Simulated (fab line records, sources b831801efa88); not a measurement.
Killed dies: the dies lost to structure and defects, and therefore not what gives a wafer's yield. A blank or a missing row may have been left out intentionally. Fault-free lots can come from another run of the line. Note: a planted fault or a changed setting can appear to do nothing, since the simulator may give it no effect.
Shared-tool check / flow gf180mcu / Sample size 11 lots and 33 wafers

REASON FOR OPENING
At GF_CONTACT_RS_MEAS_25 the reading CONTACT_W_RS is flagged on 2 of 11 lots. Fault-free wafers read 0.383 ohm/sq, with a standard deviation of 0.0067.
Rule: a lot gets a flag if all its wafers with a number sit over 4 standard deviations from that mean, or if no wafer of it has a number. All remaining lots are regarded as sound.

lot=L134; measured=day 16 03:03; on=film_metro-02; CONTACT_W_RS (ohm/sq), wafer by wafer=0.382 0.378 0.377; flag=
lot=L135; measured=day 16 06:58; on=film_metro-02; CONTACT_W_RS (ohm/sq), wafer by wafer=0.386 0.372 0.376; flag=
lot=L136; measured=day 16 21:17; on=film_metro-03; CONTACT_W_RS (ohm/sq), wafer by wafer=0.384 0.372 0.385; flag=
lot=L140; measured=day 18 12:09; on=film_metro-03; CONTACT_W_RS (ohm/sq), wafer by wafer=0.379 0.374 0.383; flag=
lot=L141; measured=day 18 19:02; on=film_metro-03; CONTACT_W_RS (ohm/sq), wafer by wafer=0.372 0.382 0.369; flag=
lot=L142; measured=day 19 05:42; on=film_metro-03; CONTACT_W_RS (ohm/sq), wafer by wafer=0.390 0.392 0.387; flag=
lot=L143; measured=day 19 15:05; on=film_metro-03; CONTACT_W_RS (ohm/sq), wafer by wafer=0.388 0.389 0.393; flag=
lot=L144; measured=day 19 17:13; on=film_metro-04; CONTACT_W_RS (ohm/sq), wafer by wafer=0.386 0.375 0.386; flag=
lot=L150; measured=day 21 21:58; on=film_metro-02; CONTACT_W_RS (ohm/sq), wafer by wafer=0.386 0.389 0.390; flag=
lot=L153; measured=day 22 16:20; on=film_metro-03; CONTACT_W_RS (ohm/sq), wafer by wafer=0.448 0.449 0.437; flag=FLAGGED
lot=L154; measured=day 22 22:43; on=film_metro-04; CONTACT_W_RS (ohm/sq), wafer by wafer=0.443 0.435 0.448; flag=FLAGGED
Average over the flagged lots: 0.443 ohm/sq; offset from the usual +0.060 ohm/sq, equal to +9 standard deviations.

TOOL THAT RAN EACH LOT
The record holds 1 process step before the reading, out of a route of 602 steps. Each cell gives the tool, then ch followed by the chambers the sampled wafers passed through, then the start.
lot=L134; flag=; GF_CONTACT_CVD_24=cvd_w-02 ch 0,1, day 16 02:56
lot=L135; flag=; GF_CONTACT_CVD_24=cvd_w-01 ch 0,1, day 16 06:52
lot=L136; flag=; GF_CONTACT_CVD_24=cvd_w-01 ch 0,1, day 16 21:10
lot=L140; flag=; GF_CONTACT_CVD_24=cvd_w-01 ch 0,1, day 18 12:01
lot=L141; flag=; GF_CONTACT_CVD_24=cvd_w-01 ch 0,1, day 18 18:56
lot=L142; flag=; GF_CONTACT_CVD_24=cvd_w-02 ch 0, day 19 05:30
lot=L143; flag=; GF_CONTACT_CVD_24=cvd_w-02 ch 0,1, day 19 14:57
lot=L144; flag=; GF_CONTACT_CVD_24=cvd_w-01 ch 0,1, day 19 17:07
lot=L150; flag=; GF_CONTACT_CVD_24=cvd_w-02 ch 0,1, day 21 21:51
lot=L153; flag=FLAGGED; GF_CONTACT_CVD_24=cvd_w-01 ch 0,1, day 22 16:13
lot=L154; flag=FLAGGED; GF_CONTACT_CVD_24=cvd_w-01 ch 0,1, day 22 22:35
What is done by these steps:
- GF_CONTACT_CVD_24: deposits W, target thk 300 nm, time 90.339 s.
- GF_CONTACT_RS_MEAS_25: measures by four-point-probe.

FLAGGED AGAINST TOTAL, ONE TOOL AT A TIME (gauges that did the reading follow at the end)
step=GF_CONTACT_CVD_24; tool=cvd_w-01; lots run=7; flagged=2; share of the flagged lots=all; sound lots run after its first flagged lot=0
step=GF_CONTACT_CVD_24; tool=cvd_w-02; lots run=4; flagged=0; share of the flagged lots=none; sound lots run after its first flagged lot=-
step=GF_CONTACT_RS_MEAS_25; tool=film_metro-02; lots run=3; flagged=0; share of the flagged lots=none; sound lots run after its first flagged lot=-
step=GF_CONTACT_RS_MEAS_25; tool=film_metro-03; lots run=6; flagged=1; share of the flagged lots=some; sound lots run after its first flagged lot=0
step=GF_CONTACT_RS_MEAS_25; tool=film_metro-04; lots run=2; flagged=1; share of the flagged lots=some; sound lots run after its first flagged lot=0

THE TABLE: WHAT IT ALLOWS
In the table, 1 row covers all flagged lots: cvd_w-01 at GF_CONTACT_CVD_24.
- cvd_w-01 at GF_CONTACT_CVD_24 ran 7 lots, 2 of them flagged. Last sound lot L144 at day 19 17:07, first flagged lot L153 at day 22 16:13; a fault beginning in between fits. Its own readings lie more than 4 standard deviations out on every wafer of the flagged lots: susceptor_temp_C.
One tool is left: cvd_w-01 at GF_CONTACT_CVD_24.

WHAT THE SIMULATOR HAD INSERTED
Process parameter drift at GF_CONTACT_CVD_24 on cvd_w-01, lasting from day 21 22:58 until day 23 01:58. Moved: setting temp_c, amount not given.
Struck lots among those shown: L153, L154. Same finding as the rule above.
